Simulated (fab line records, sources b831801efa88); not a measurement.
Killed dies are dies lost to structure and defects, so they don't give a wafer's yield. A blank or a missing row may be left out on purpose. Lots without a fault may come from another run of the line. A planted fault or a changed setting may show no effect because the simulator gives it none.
fab line records | flow sky130
record lots=6 wafers=18 last_day=50
route steps=708 shown LI_CONTACT@375 LOCAL_INTERCONNECT@387 PAD_OPEN@708
lots that met no fault: from a run of the same line without faults
start_h: hours from the record's first day to the start of the lot's first wafer shown | wait_h: hours since the lot's step before | " the same as in the row above | L1.1+2: a row that stands for several wafers | - no value, or no start given | * or withheld: withheld | < > ~ a bound
route shown NAME@n: a module of which the file shows steps, and the number in the route of the first | usual: mean/standard deviation of fault-free wafers | same: alike in all rows | chamber/n: place in a boat | sites: the reading at each site | _std_site: their standard deviation | _edge_site: outer sites' mean less inner sites' | radius_mm: how far each site lies from the wafer's centre | mask NAME#n: copy n | behind: the tool/chamber that last shaped the wafer | hold: why the lot was held/for how many hours/how that ended | device: the transistor (n, p or np) that didn't switch | end of line: the same wafers' tests at the end of the route | a step without rows: its recipe alone | killed: dies lost to structure and defects at the first sort, not the wafer's yield | map: a wafer's dies, x killed, . not, _ none there
set.NAME: the setting as run; set.NAME@STEP: as run at that earlier step | model.NAME: the simulator's own value behind a step, which no gauge read
lots at some steps of the route; a table a step, a row a wafer
services: from which hour (start_h, from the record's first day; less than 0 if before it) a tool's chamber was out of use, for how many hours, and why
## steps
# step SKY_LI_CONTACT_OVL_MEAS_13
# usual LI_CONTACT_OVL=1/5.4
# columns lot.wafer tool chamber start_h wait_h LI_CONTACT_OVL[nm]
L852.1 overlay-02 - 678.51 0.1 -9
L852.3 " - " " -6
L852.6 " - " " 3
L855.1 overlay-01 - 705.56 0.1 -7
L855.2 " - " " -10
L855.5 " - " " -4
L857.1 overlay-02 - 718.31 0.1 -7
L857.3 " - " " -3
L857.4 " - " " -9
L868.1 overlay-01 - 811.95 0.1 -5
L868.5 " - " " 2
L868.6 " - " " 6
L869.2 overlay-02 - 814.27 0.1 1
L869.5 " - " " -6
L869.6 " - " " -2
L872.1 overlay-02 - 838.48 0.1 -3
L872.2 " - " " 0
L872.6 " - " " 0
# step SKY_LI_CONTACT_ETCH_14
# recipe chemistry=N2/H2 target=BARC ion_energy_ev=200 source_w=500 bias_w=100 pressure_mtorr=30 n2_flow_sccm=100 h2_flow_sccm=200 stop_on=SiO2 time_s=45.9 target_depth_a=600
# step SKY_LI_CONTACT_ETCH_15
# recipe target=PSG chemistry=C4F8/O2/Ar stop_on=Si taper_deg=4.15 mask_material=KrF-thick source_w=1500 bias_w=1200 pressure_mtorr=40 c4f8_flow_sccm=withheld O2_flow_sccm=6 Ar_flow_sccm=300 time_s=withheld target_depth_a=6000
# usual oes_product_au=0.837/0.0046
# columns lot.wafer tool chamber start_h wait_h oes_product_au
L852.1 rie_diel-02 0 678.59 0.0 0.838
L852.3 " 3 " " 0.839
L852.6 " 2 " " 0.835
L855.1 rie_diel-04 3 705.64 0.0 0.837
L855.2 " 2 " " 0.842
L855.5 " 3 " " 0.835
L857.1 rie_diel-04 2 718.39 0.0 0.834
L857.3 " 1 " " 0.844
L857.4 " 3 " " 0.842
L868.1 rie_diel-02 2 812.03 0.0 0.831
L868.5 " 0 " " 0.841
L868.6 " 1 " " 0.844
L869.2 rie_diel-01 3 814.34 0.0 0.837
L869.5 " 0 " " 0.841
L869.6 " 2 " " 0.838
L872.1 rie_diel-02 3 838.56 0.0 0.838
L872.2 " 1 " " 0.829
L872.6 " 0 " " 0.838
# step SKY_LI_CONTACT_STRIP_16
# recipe chemistry=O2/N2 power_w=1400 pressure_mtorr=1500 platen_temp_c=withheld o2_flow_sccm=3000 n2_flow_sccm=300 overash_fraction=0.5
# step SKY_LI_CONTACT_CLEAN_17
# recipe chemistry=NMP time_s=600 temp_c=60 dry=n2_spin
# step SKY_LI_CONTACT_PRE_CLEAN_18
# recipe gas=Ar time_s=5.6 bias_v=358
# step SKY_LI_CONTACT_SPUTTER_19
# recipe material=Ti target_thk_nm=20 chamber_pressure_pa=5 power_w=2500 substrate_temp_c=200 time_s=106.37
# usual throttle_valve_pct=30.5/0.97
# columns lot.wafer tool chamber start_h wait_h throttle_valve_pct
L852.1 pvd_sputter-03 - 678.97 0.0 30.6
L852.3 " - " " 30.0
L852.6 " - " " 30.8
L855.1 pvd_sputter-01 - 706.02 0.0 29.7
L855.2 " - " " 30.2
L855.5 " - " " 29.4
L857.1 pvd_sputter-02 - 718.78 0.0 30.0
L857.3 " - " " 31.0
L857.4 " - " " 29.4
L868.1 pvd_sputter-01 - 812.41 0.0 29.9
L868.5 " - " " 30.1
L868.6 " - " " 29.4
L869.2 pvd_sputter-02 - 814.74 0.0 33.1
L869.5 " - " " 31.1
L869.6 " - " " 33.0
L872.1 pvd_sputter-02 - 838.94 0.0 33.1
L872.2 " - " " 29.9
L872.6 " - " " 33.1
# step SKY_LI_CONTACT_SPUTTER_20
# recipe material=TiN target_thk_nm=20 chamber_pressure_pa=5 power_w=4000 time_s=80
# step SKY_LI_CONTACT_CVD_21
# recipe material=W target_thk_nm=400 time_s=120.56 temp_c=400 pressure_torr=40
# step SKY_LI_CONTACT_RS_MEAS_22
# recipe thk_meas_gauge=four-point-probe reads=W_of_LI_CONTACT_CVD_21+TiN_of_LI_CONTACT_SPUTTER_20+Ti_of_LI_CONTACT_SPUTTER_19
# usual LI_CONTACT_W_RS=0.2877/0.0026
# columns lot.wafer tool chamber start_h wait_h LI_CONTACT_W_RS[ohm/sq]
L852.1 film_metro-01 - 679.23 0.1 0.2891
L852.3 " - " " 0.2860
L852.6 " - " " 0.2886
L855.1 film_metro-01 - 706.28 0.1 0.2850
L855.2 " - " " 0.2872
L855.5 " - " " 0.2856
L857.1 film_metro-03 - 719.05 0.1 0.2907
L857.3 " - " " 0.2911
L857.4 " - " " 0.2858
L868.1 film_metro-02 - 812.69 0.1 0.2880
L868.5 " - " " 0.2814
L868.6 " - " " 0.2869
L869.2 film_metro-02 - 815.02 0.1 0.2873
L869.5 " - " " 0.2848
L869.6 " - " " 0.2824
L872.1 film_metro-03 - 839.20 0.1 0.2860
L872.2 " - " " 0.2862
L872.6 " - " " 0.2908
# step SKY_LI_CONTACT_THK_MEAS_23
# recipe thk_meas_gauge=xrf reads=W_of_LI_CONTACT_CVD_21
# usual LI_CONTACT_W_THK=404/6.1
# columns lot.wafer tool chamber start_h wait_h LI_CONTACT_W_THK[nm]
L852.1 film_metro-01 - 679.35 0.1 396
L852.3 " - " " 402
L852.6 " - " " 402
L855.1 film_metro-01 - 706.40 0.1 407
L855.2 " - " " 406
L855.5 " - " " 405
L857.1 film_metro-03 - 719.17 0.1 399
L857.3 " - " " 399
L857.4 " - " " 408
L868.1 film_metro-02 - 812.81 0.1 415
L868.5 " - " " 422
L868.6 " - " " 413
L869.2 film_metro-02 - 815.13 0.1 413
L869.5 " - " " 412
L869.6 " - " " 420
L872.1 film_metro-03 - 839.32 0.1 403
L872.2 " - " " 401
L872.6 " - " " 397
# step SKY_LI_CONTACT_CMP_24
# recipe stop_on=PSG t_overpolish_s=20 down_force_psi=3.5 platen_rpm=60 target_thk_nm=0 pad_velocity_m_s=0.94248
# usual motor_current_A=11.2/0.73 overpolish_run_s=20.001/0.0083 time_to_endpoint_s=94/4.3
# same t_overpolish_s=20
# columns lot.wafer tool chamber start_h wait_h motor_current_A overpolish_run_s time_to_endpoint_s
L852.1 cmp-01 0 679.41 0.1 11.5 19.988 98
L852.3 " 2 " " 11.3 19.982 99
L852.6 " 1 " " 11.5 20.005 100
L855.2 cmp-02 3 706.51 0.1 10.8 19.996 102
L855.1 " 1 " " 11.8 20.004 95
L855.5 " 3 " " 10.5 20.020 96
L857.3 cmp-01 3 719.23 0.0 11.2 20.002 98
L857.1 " 0 " " 11.3 19.990 95
L857.4 " 2 " " 11.7 19.996 98
L868.1 cmp-01 3 813.02 0.2 11.9 20.001 97
L868.5 " 0 " " 11.3 19.992 96
L868.6 " 1 " " 11.5 19.987 95
L869.2 cmp-02 3 815.33 0.2 10.7 20.001 99
L869.5 " 0 " " 11.9 19.989 94
L869.6 " 1 " " 11.0 20.014 99
L872.1 cmp-02 0 839.38 0.1 11.8 20.001 85
L872.2 " 1 " " 11.1 20.004 93
L872.6 " 1 " " 11.2 20.013 94
# step SKY_LOCAL_INTERCONNECT_SPUTTER_00
# recipe material=TiN target_thk_nm=100 temp_c=300 power_w=6500 time_s=83.3 chamber_pressure_pa=0.4
# usual susceptor_temp_C=300.00/0.19 throttle_valve_pct=30.2/0.74
# columns lot.wafer tool chamber start_h wait_h susceptor_temp_C throttle_valve_pct model.TiN_of_LOCAL_INTERCONNECT_SPUTTER_00.thk_nm
L852.1 pvd_sputter-01 - 679.71 0.2 299.81 30.3 97.81
L852.3 " - " " 299.88 29.4 98.2
L852.6 " - " " 300.13 30.4 98.38
L855.1 pvd_sputter-04 - 706.76 0.1 300.27 28.5 70.07
L855.2 " - " " 299.89 31.9 100.4
L855.5 " - " " 299.96 31.8 100.7
L857.1 pvd_sputter-04 - 719.53 0.2 300.34 31.7 101.2
L857.3 " - " " 299.96 28.7 71.16
L857.4 " - " " 299.92 29.9 99.82
L868.1 pvd_sputter-04 - 813.17 0.1 299.90 28.5 99.8
L868.5 " - " " 299.95 28.6 98.9
L868.6 " - " " 300.14 30.1 99.15
L869.2 pvd_sputter-03 - 815.48 0.1 299.71 29.7 98.46
L869.5 " - " " 300.27 30.2 97.64
L869.6 " - " " 299.76 30.9 97.62
L872.1 pvd_sputter-03 - 839.68 0.2 300.07 30.6 97.7
L872.2 " - " " 299.77 30.3 98.88
L872.6 " - " " 300.11 30.0 98.97
# step SKY_LOCAL_INTERCONNECT_RS_MEAS_01
# recipe thk_meas_gauge=four-point-probe reads=TiN_of_LOCAL_INTERCONNECT_SPUTTER_00
# usual LOCAL_INTERCONNECT_TIN_RS=14.19/0.19
# columns lot.wafer tool chamber start_h wait_h LOCAL_INTERCONNECT_TIN_RS[ohm/sq]
L852.1 film_metro-03 - 679.77 0.0 14.46
L852.3 " - " " 14.40
L852.6 " - " " 14.40
L855.1 film_metro-04 - 706.82 0.0 20.62
L855.2 " - " " 14.11
L855.5 " - " " 14.06
L857.1 film_metro-02 - 719.59 0.0 13.95
L857.3 " - " " 20.20
L857.4 " - " " 14.15
L868.1 film_metro-02 - 813.23 0.0 14.14
L868.5 " - " " 14.31
L868.6 " - " " 14.27
L869.2 film_metro-04 - 815.56 0.1 14.39
L869.5 " - " " 14.52
L869.6 " - " " 14.50
L872.1 film_metro-02 - 839.75 0.0 14.46
L872.2 " - " " 14.31
L872.6 " - " " 14.29
# step SKY_LOCAL_INTERCONNECT_THK_MEAS_02
# recipe thk_meas_gauge=xrf reads=TiN_of_LOCAL_INTERCONNECT_SPUTTER_00
# usual LOCAL_INTERCONNECT_TIN_THK=99.5/1.4
# columns lot.wafer tool chamber start_h wait_h LOCAL_INTERCONNECT_TIN_THK[nm]
L852.1 film_metro-03 - 679.89 0.1 97.4
L852.3 " - " " 98.7
L852.6 " - " " 98.8
L855.1 film_metro-04 - 706.94 0.1 69.8
L855.2 " - " " 99.8
L855.5 " - " " 99.8
L857.1 film_metro-02 - 719.71 0.1 101.8
L857.3 " - " " 71.3
L857.4 " - " " 100.0
L868.1 film_metro-02 - 813.35 0.1 100.1
L868.5 " - " " 99.5
L868.6 " - " " 99.0
L869.2 film_metro-04 - 815.67 0.1 97.3
L869.5 " - " " 96.4
L869.6 " - " " 96.7
L872.1 film_metro-02 - 839.87 0.1 98.0
L872.2 " - " " 99.0
L872.6 " - " " 99.2
# step SKY_LOCAL_INTERCONNECT_DEHYDRATE_03
# recipe temp_c=200 time_s=60
# step SKY_LOCAL_INTERCONNECT_HMDS_04
# recipe prime_time_s=60 prime_temp_c=120
# step SKY_LOCAL_INTERCONNECT_COAT_05
# recipe resist=BARC temp_c=withheld time_s=withheld spin_rpm=3000 resist_thk_nm=60
# step SKY_LOCAL_INTERCONNECT_COAT_06
# recipe resist=KrF-thick spin_rpm=3000 resist_thk_nm=450
# step SKY_LOCAL_INTERCONNECT_SOFTBAKE_07
# recipe temp_c=100 time_s=90 resist=KrF-thick
# step SKY_LOCAL_INTERCONNECT_EXPOSE_08
# recipe mask_id=LI1M na=0.8 source_shape=annular sigma_inner=0.55 sigma_outer=0.85 target_cd_nm=170 dose_mj=28
# step SKY_LOCAL_INTERCONNECT_PEB_09
# recipe peb_temp_c=withheld peb_time_s=withheld resist=KrF-thick
# step SKY_LOCAL_INTERCONNECT_DEVELOP_10
# recipe develop_time_s=60 resist=KrF-thick dev_temp_c=21
# step SKY_LOCAL_INTERCONNECT_CD_MEAS_11
# recipe target_cd_nm=170
# usual cd_nm=170.6/1.4
# columns lot.wafer tool chamber start_h wait_h cd_nm
L852.1 cd_sem-02 - 707.51 - 170.1
L852.3 " - " " 170.2
L852.6 " - " " 169.4
L855.1 cd_sem-01 - 734.67 - 171.1
L855.2 " - " " 169.7
L855.5 " - " " 170.1
L857.1 cd_sem-02 - 747.11 - 171.1
L857.3 " - " " 169.8
L857.4 " - " " 170.3
L868.1 cd_sem-02 - 839.32 - 172.7
L868.5 " - " " 172.7
L868.6 " - " " 172.0
L869.2 cd_sem-02 - 841.74 - 174.0
L869.5 " - " " 172.3
L869.6 " - " " 174.3
L872.1 cd_sem-02 - 865.92 - 169.5
L872.2 " - " " 171.8
L872.6 " - " " 170.1
# step SKY_LOCAL_INTERCONNECT_OVL_MEAS_12
# usual LOCAL_INTERCONNECT_OVL=0/5.2
# columns lot.wafer tool chamber start_h wait_h LOCAL_INTERCONNECT_OVL[nm]
L852.1 overlay-01 - 707.63 0.1 5
L852.3 " - " " 7
L852.6 " - " " 3
L855.1 overlay-02 - 734.79 0.1 -2
L855.2 " - " " 0
L855.5 " - " " 5
L857.1 overlay-02 - 747.23 0.1 3
L857.3 " - " " 2
L857.4 " - " " 4
L868.1 overlay-02 - 839.44 0.1 14
L868.5 " - " " 7
L868.6 " - " " 8
L869.2 overlay-02 - 841.85 0.1 2
L869.5 " - " " -4
L869.6 " - " " 0
L872.1 overlay-01 - 866.04 0.1 3
L872.2 " - " " -1
L872.6 " - " " -4
# step SKY_LOCAL_INTERCONNECT_ETCH_13
# recipe chemistry=N2/H2 target=BARC ion_energy_ev=200 bias_w=100 pressure_mtorr=30 n2_flow_sccm=100 h2_flow_sccm=200 icp_w=500 stop_on=SiO2 time_s=45.9 target_depth_a=600
# usual drypump_motor_current_A=5.52/0.27 n2_flow_sccm=100.0/0.31 oes_product_au=0.854/0.0048 throttle_valve_pct=13.226/0.0084
# columns lot.wafer tool chamber start_h wait_h drypump_motor_current_A n2_flow_sccm oes_product_au rf_hours_counter_h throttle_valve_pct
L852.1 rie_metal-01 0 707.67 0.0 5.12 99.9 0.846 7 13.224
L852.3 " 1 " " 5.59 99.9 0.849 - 13.224
L852.6 " 0 " " 5.13 99.6 0.855 - 13.233
L855.1 rie_metal-02 0 734.83 0.0 5.74 100.0 0.847 11 13.234
L855.2 " 1 " " 5.24 100.0 0.854 13 13.234
L855.5 " 1 " " 5.22 100.3 0.864 - 13.228
L857.1 rie_metal-02 0 747.27 0.0 5.73 99.9 0.862 11 13.218
L857.3 " 0 " " 5.73 100.4 0.862 - 13.235
L857.4 " 1 " " 5.25 99.7 0.856 - 13.230
L868.1 rie_metal-03 1 839.48 0.0 5.90 99.5 0.852 16 13.218
L868.5 " 0 " " 5.38 99.6 0.850 - 13.222
L868.6 " 1 " " 5.87 100.0 0.851 - 13.221
L869.2 rie_metal-02 1 841.88 0.0 5.28 99.9 0.845 19 13.239
L869.5 " 0 " " 5.73 100.0 0.855 - 13.217
L869.6 " 1 " " 5.27 99.7 0.862 - 13.228
L872.1 rie_metal-02 0 866.08 0.0 5.73 99.2 0.861 16 13.215
L872.2 " 1 " " 5.27 99.3 0.859 0 13.215
L872.6 " 1 " " 5.28 99.5 0.854 - 13.219
# step SKY_LOCAL_INTERCONNECT_METAL_ETCH_14
# recipe target_depth_nm=110 stop_on=PSG chemistry=Cl2/BCl3 target=TiN resist_sidewall_deg=88 pressure_mtorr=10 icp_w=900 bias_w=48.5 Cl2_flow_sccm=60 bcl3_flow_sccm=30 time_s=31.4
# usual drypump_motor_current_A=5.51/0.27 oes_product_au=0.940/0.0085 throttle_valve_pct=21.902/0.01
# columns lot.wafer tool chamber start_h wait_h drypump_motor_current_A oes_product_au rf_hours_counter_h throttle_valve_pct
L852.1 rie_metal-01 0 707.73 0.0 5.11 0.926 7 21.900
L852.3 " 1 " " 5.60 0.935 - 21.893
L852.6 " 0 " " 5.11 0.932 - 21.908
L855.1 rie_metal-02 0 734.89 0.0 5.72 0.774 11 22.019
L855.2 " 1 " " 5.28 0.938 13 21.890
L855.5 " 1 " " 5.24 0.935 - 21.896
L857.1 rie_metal-02 0 747.33 0.0 5.75 0.944 11 21.900
L857.3 " 0 " " 5.72 0.780 - 21.999
L857.4 " 1 " " 5.28 0.941 - 21.905
L868.1 rie_metal-03 1 839.54 0.0 5.86 0.946 16 21.898
L868.5 " 0 " " 5.41 0.932 - 21.895
L868.6 " 1 " " 5.88 0.938 - 21.903
L869.2 rie_metal-02 1 841.94 0.0 5.27 0.929 19 21.898
L869.5 " 0 " " 5.73 0.935 - 21.910
L869.6 " 1 " " 5.28 0.927 - 21.904
L872.1 rie_metal-02 0 866.14 0.0 5.69 0.921 16 21.918
L872.2 " 1 " " 5.23 0.938 0 21.905
L872.6 " 1 " " 5.20 0.939 - 21.909
# step SKY_LOCAL_INTERCONNECT_STRIP_15
# recipe chemistry=O2/N2 power_w=1400 pressure_mtorr=1500 platen_temp_c=withheld o2_flow_sccm=3000 n2_flow_sccm=300 overash_fraction=0.5
# usual drypump_motor_current_A=5.93/0.28 n2_flow_sccm=300.0/0.96 oes_product_au=0.426/0.0044 strip_time_to_endpoint_s=4.710/0.027
# columns lot.wafer tool chamber start_h wait_h drypump_motor_current_A n2_flow_sccm oes_product_au rf_hours_counter_h strip_time_to_endpoint_s
L852.1 plasma_asher-02 1 707.78 0.0 6.17 298.5 0.433 60 4.735
L852.3 " 0 " " 5.50 300.3 0.426 - 4.711
L852.6 " 1 " " 6.15 298.8 0.423 - 4.706
L855.1 plasma_asher-02 0 734.94 0.0 5.51 299.2 0.423 63 4.689
L855.2 " 1 " " 6.17 299.8 0.427 63 4.691
L855.5 " 0 " " 5.49 300.0 0.425 - 4.701
L857.1 plasma_asher-04 0 747.38 0.0 6.26 300.0 0.427 0 4.704
L857.3 " 1 " " 5.94 300.1 0.426 - 4.686
L857.4 " 0 " " 6.25 300.5 0.421 - 4.712
L868.1 plasma_asher-04 1 839.59 0.0 5.95 299.4 0.427 10 4.696
L868.5 " 0 " " 6.26 300.6 0.433 - 4.754
L868.6 " 1 " " 5.92 298.2 0.428 - 4.682
L869.2 plasma_asher-04 1 841.99 0.0 5.92 300.4 0.432 10 4.707
L869.5 " 0 " " 6.26 300.8 0.432 - 4.696
L869.6 " 1 " " 5.92 301.3 0.415 - 4.712
L872.1 plasma_asher-03 1 866.19 0.0 6.06 302.0 0.424 42 4.664
L872.2 " 0 " " 5.55 300.2 0.427 42 4.725
L872.6 " 1 " " 6.10 301.6 0.433 - 4.751
# step SKY_LOCAL_INTERCONNECT_STRIP_16
# recipe chemistry=post_etch_residue_remover time_s=1200 temp_c=72.5
# columns lot.wafer tool chamber start_h wait_h model.TiN_of_LOCAL_INTERCONNECT_SPUTTER_00.thk_nm
L852.1 wet_bench-01 2 707.88 0.1 97.39
L852.3 " 2 " " 97.79
L852.6 " 2 " " 97.96
L855.1 wet_bench-04 0 735.04 0.1 69.63
L855.2 " 0 " " 99.97
L855.5 " 0 " " 100.3
L857.1 wet_bench-03 1 747.48 0.1 100.8
L857.3 " 1 " " 70.74
L857.4 " 1 " " 99.39
L868.1 wet_bench-04 2 839.69 0.1 99.39
L868.5 " 2 " " 98.48
L868.6 " 2 " " 98.73
L869.2 wet_bench-04 1 842.09 0.1 98.05
L869.5 " 1 " " 97.22
L869.6 " 1 " " 97.2
L872.1 wet_bench-01 0 866.29 0.1 97.28
L872.2 " 0 " " 98.45
L872.6 " 0 " " 98.55
# step SKY_LOCAL_INTERCONNECT_CLEAN_17
# recipe chemistry=IPA time_s=180 temp_c=25
# step SKY_PAD_OPEN_PROBE_99
# usual killed_at_M0_to_M3=43/6.7 killed_at_M4_up=3.0/1.9 killed_at_contacts=25/5.4 killed_at_front_end=16/4.5 killed_at_other=0.4/0.62 killed_dies=87/9.6 killed_open=47/7 killed_short=39/6.1
# same gross_dies=492 killed_at_back_side=0
# columns lot.wafer tool chamber start_h wait_h killed_at_M0_to_M3 killed_at_M4_up killed_at_contacts killed_at_front_end killed_at_other killed_dies killed_open killed_short model.etest.res_li.line_ohm_um model.etest.res_li.rs_ohm_sq model.etest.mcon_chain.rc_ohm
L852.1 prober-02 - 1075.54 0.1 42 1 20 12 0 75 40 34 77.03 13.07 17.26
L852.3 prober-02 - 1075.64 0.2 49 5 23 12 0 89 48 41 76.34 12.95 16.97
L852.6 prober-02 - 1075.79 0.2 39 3 12 14 0 68 38 30 75.96 13.03 16.22
L855.1 prober-01 - 1094.46 0.1 38 1 25 25 0 89 56 33 106.4 18.1 20.13
L855.2 prober-01 - 1094.51 0.1 44 4 18 20 0 86 45 41 75.03 12.76 17.05
L855.5 prober-01 - 1094.66 0.2 45 2 24 14 2 87 43 44 74.59 12.61 16.06
L857.1 prober-01 - 1107.36 0.1 45 3 33 10 0 91 50 41 74.31 12.56 16.06
L857.3 prober-01 - 1107.46 0.2 42 3 29 21 0 95 53 42 105 17.98 19.15
L857.4 prober-01 - 1107.51 0.2 60 5 32 10 0 107 62 45 75.32 12.85 16.74
L868.1 prober-02 - 1171.38 0.1 46 2 29 12 0 89 46 43 74.75 12.79 17.6
L868.5 prober-02 - 1171.58 0.2 47 3 36 20 0 106 57 48 75.41 12.94 16.75
L868.6 prober-02 - 1171.63 0.2 66 1 22 19 0 108 56 52 75.01 12.8 16.85
L869.2 prober-01 - 1173.86 0.1 49 0 17 19 0 85 43 42 74.67 13.04 16.03
L869.5 prober-01 - 1174.01 0.2 36 0 23 12 0 71 35 36 76.41 13.1 17.2
L869.6 prober-01 - 1174.06 0.2 52 0 32 13 0 97 59 38 74.95 13.05 16.56
L872.1 prober-02 - 1191.11 0.1 40 1 31 20 1 93 56 37 77.29 13.08 16.32
L872.2 prober-02 - 1191.16 0.1 34 2 18 16 0 70 37 33 75.12 12.88 16.96
L872.6 prober-02 - 1191.36 0.2 36 0 27 25 0 88 49 39 75.15 12.9 16.48
# killed by level:class
L852.1 LI_CONTACT:geometric_particle:open=8 VIA1:geometric_particle:open=8 VIA2:geometric_particle:open=6 VIA1:geometric_particle:short=5 VIA3:geometric_particle:open=5 POLY_GATE:geometric_particle:open=4 CONTACT:geometric_particle:short=4 CONTACT:geometric_particle:open=4
L852.3 VIA1:geometric_particle:open=14 VIA1:geometric_particle:short=8 POLY_GATE:geometric_particle:open=6 LI_CONTACT:geometric_particle:open=6 CONTACT:geometric_particle:short=6 VIA2:geometric_particle:open=6 VIA3:geometric_particle:open=5 METAL2:geometric_particle:short=5
L852.6 VIA1:geometric_particle:open=10 VIA3:geometric_particle:open=8 VIA1:geometric_particle:short=7 POLY_GATE:geometric_particle:open=5 CONTACT:geometric_particle:short=4 CONTACT:geometric_particle:open=4 VIA3:geometric_particle:short=4 FIELD_ISO:geometric_particle:open=3
L855.1 FIELD_ISO:geometric_particle:open=9 LI_CONTACT:geometric_particle:open=9 VIA1:geometric_particle:open=9 VIA2:geometric_particle:open=7 VIA3:geometric_particle:open=7 CONTACT:geometric_particle:open=6 FIELD_ISO:geometric_particle:short=5 CONTACT:geometric_particle:short=5
L855.2 LI_CONTACT:geometric_particle:open=8 METAL2:geometric_particle:short=7 VIA1:geometric_particle:open=6 VIA3:geometric_particle:open=6 FIELD_ISO:geometric_particle:short=5 SPACER:geometric_particle:short=5 VIA2:geometric_particle:open=5 VIA2:geometric_particle:short=5
L855.5 VIA1:geometric_particle:open=10 LI_CONTACT:geometric_particle:open=7 METAL1:geometric_particle:short=7 CONTACT:geometric_particle:open=6 VIA2:geometric_particle:open=6 CONTACT:geometric_particle:short=5 VIA3:geometric_particle:open=5 FIELD_ISO:geometric_particle:short=4
L857.1 VIA1:geometric_particle:open=15 LI_CONTACT:geometric_particle:open=10 CONTACT:geometric_particle:short=6 CONTACT:geometric_particle:open=6 LI_CONTACT:geometric_particle:short=5 METAL2:geometric_particle:short=5 VIA3:geometric_particle:short=5 VIA3:geometric_particle:open=5
L857.3 CONTACT:geometric_particle:open=12 LOCAL_INTERCONNECT:geometric_particle:short=7 VIA2:geometric_particle:open=7 VIA3:geometric_particle:open=7 FIELD_ISO:geometric_particle:short=6 VIA1:geometric_particle:open=6 METAL2:geometric_particle:short=6 VIA2:geometric_particle:short=6
L857.4 VIA1:geometric_particle:open=19 CONTACT:geometric_particle:open=13 VIA2:geometric_particle:open=8 LI_CONTACT:geometric_particle:open=7 CONTACT:geometric_particle:short=7 METAL1:geometric_particle:short=7 METAL2:geometric_particle:short=5 VIA1:geometric_particle:short=5
L868.1 CONTACT:geometric_particle:open=8 VIA3:geometric_particle:open=8 LI_CONTACT:geometric_particle:open=7 LOCAL_INTERCONNECT:geometric_particle:short=7 VIA2:geometric_particle:short=6 METAL1:geometric_particle:short=6 VIA1:geometric_particle:open=6 VIA2:geometric_particle:open=5
L868.5 CONTACT:geometric_particle:open=15 LOCAL_INTERCONNECT:geometric_particle:short=8 CONTACT:geometric_particle:short=8 METAL2:geometric_particle:short=8 VIA2:geometric_particle:open=8 VIA1:geometric_particle:open=7 FIELD_ISO:geometric_particle:short=6 FIELD_ISO:geometric_particle:open=6
L868.6 VIA3:geometric_particle:open=13 VIA1:geometric_particle:open=10 CONTACT:geometric_particle:open=9 METAL1:geometric_particle:short=9 VIA3:geometric_particle:short=8 METAL2:geometric_particle:short=7 FIELD_ISO:geometric_particle:short=6 LI_CONTACT:geometric_particle:open=5
L869.2 VIA2:geometric_particle:open=11 VIA1:geometric_particle:open=9 FIELD_ISO:geometric_particle:short=7 METAL1:geometric_particle:short=7 CONTACT:geometric_particle:open=6 LOCAL_INTERCONNECT:geometric_particle:short=6 VIA3:geometric_particle:open=6 FIELD_ISO:geometric_particle:open=4
L869.5 VIA1:geometric_particle:short=7 VIA3:geometric_particle:open=7 CONTACT:geometric_particle:open=6 LI_CONTACT:geometric_particle:open=6 VIA1:geometric_particle:open=6 FIELD_ISO:geometric_particle:short=5 LI_CONTACT:geometric_particle:short=5 CONTACT:geometric_particle:short=5
L869.6 VIA1:geometric_particle:open=13 VIA3:geometric_particle:open=9 LI_CONTACT:geometric_particle:open=9 CONTACT:geometric_particle:open=9 METAL2:geometric_particle:short=9 VIA2:geometric_particle:open=9 METAL1:geometric_particle:short=7 CONTACT:geometric_particle:short=6
L872.1 CONTACT:geometric_particle:open=13 VIA1:geometric_particle:open=12 FIELD_ISO:geometric_particle:open=6 VIA2:geometric_particle:open=6 VIA3:geometric_particle:open=6 LI_CONTACT:geometric_particle:short=5 VIA1:geometric_particle:short=5 FIELD_ISO:geometric_particle:short=4
L872.2 VIA1:geometric_particle:open=8 CONTACT:geometric_particle:open=7 METAL1:geometric_particle:short=6 FIELD_ISO:geometric_particle:short=5 LOCAL_INTERCONNECT:geometric_particle:short=5 FIELD_ISO:geometric_particle:open=4 VIA1:geometric_particle:short=4 VIA3:geometric_particle:open=4
L872.6 CONTACT:geometric_particle:open=11 POLY_GATE:geometric_particle:open=8 VIA1:geometric_particle:short=7 CONTACT:geometric_particle:short=6 VIA1:geometric_particle:open=6 VIA3:geometric_particle:open=6 FIELD_ISO:geometric_particle:open=5 METAL2:geometric_particle:short=5
## services
# columns tool chamber start_h hours kind
rie_metal-02 1 656.47 6.5 repair
plasma_asher-04 - 664.44 42.7 repair
cmp-02 - 673.06 4.5 repair
cmp-01 - 681.98 4.3 repair
pvd_sputter-03 - 700.56 2.2 repair
cmp-01 - 703.65 6.5 pm
cmp-02 - 718.11 6.6 pm
cmp-02 - 724.92 0.4 repair
rie_diel-02 3 728.93 2.9 repair
rie_diel-02 1 730.34 4.9 repair
plasma_asher-04 - 733.75 9.0 pm
cmp-01 - 744.09 4.0 pm
pvd_sputter-03 - 747.96 1.7 repair
plasma_asher-04 - 751.71 2.4 repair
cmp-01 - 756.82 1.8 repair
rie_diel-02 - 762.95 2.8 pm
cmp-01 - 765.95 2.9 repair
rie_metal-02 0 769.09 16.7 repair
rie_diel-02 0 769.83 4.2 repair
cmp-02 - 771.56 2.4 repair
plasma_asher-04 - 781.29 1.2 repair
rie_metal-02 0 788.42 5.4 repair
pvd_sputter-02 - 811.12 2.6 repair
cmp-01 - 834.45 0.3 repair
## key
first_sign step=SKY_LOCAL_INTERCONNECT_RS_MEAS_01 reading=LOCAL_INTERCONNECT_TIN_RS direction=up sigmas=33 usual=14.19 struck=20.41
effect step=SKY_LOCAL_INTERCONNECT_THK_MEAS_02 reading=LOCAL_INTERCONNECT_TIN_THK direction=down sigmas=20 usual=99.5 struck=70.6
effect step=SKY_LOCAL_INTERCONNECT_METAL_ETCH_14 reading=oes_product_au direction=down sigmas=19 usual=0.940 struck=0.777
model_effect step=SKY_LOCAL_INTERCONNECT_SPUTTER_00 value=TiN_of_LOCAL_INTERCONNECT_SPUTTER_00.thk_nm without=99.8 struck=70.61
model_effect step=SKY_LOCAL_INTERCONNECT_STRIP_16 value=TiN_of_LOCAL_INTERCONNECT_SPUTTER_00.thk_nm without=99.37 struck=70.19
model_effect step=SKY_PAD_OPEN_PROBE_99 value=etest.res_li.line_ohm_um without=74.89 struck=105.7
met_at SKY_LOCAL_INTERCONNECT_SPUTTER_00
struck_wafers L855.1,L857.3
tester_left_out L855,L857
fault kind=process_parameter_drift tool=pvd_sputter-04 chamber=- onset_h=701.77 steps=SKY_LOCAL_INTERCONNECT_SPUTTER_00 channel=target_thk_nm offset=-29.185 shape=step end_h=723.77 acts_in=these_recipes_only stated=100 scope=struck_wafers_only
# tester_left_out: of these lots the tester's yield and bins aren't shown, on N5 and GAA mostly nor the transistor test; their killed dies are dies lost to structure and defects alone, not to doping, threshold or leakage, so they don't give the yield
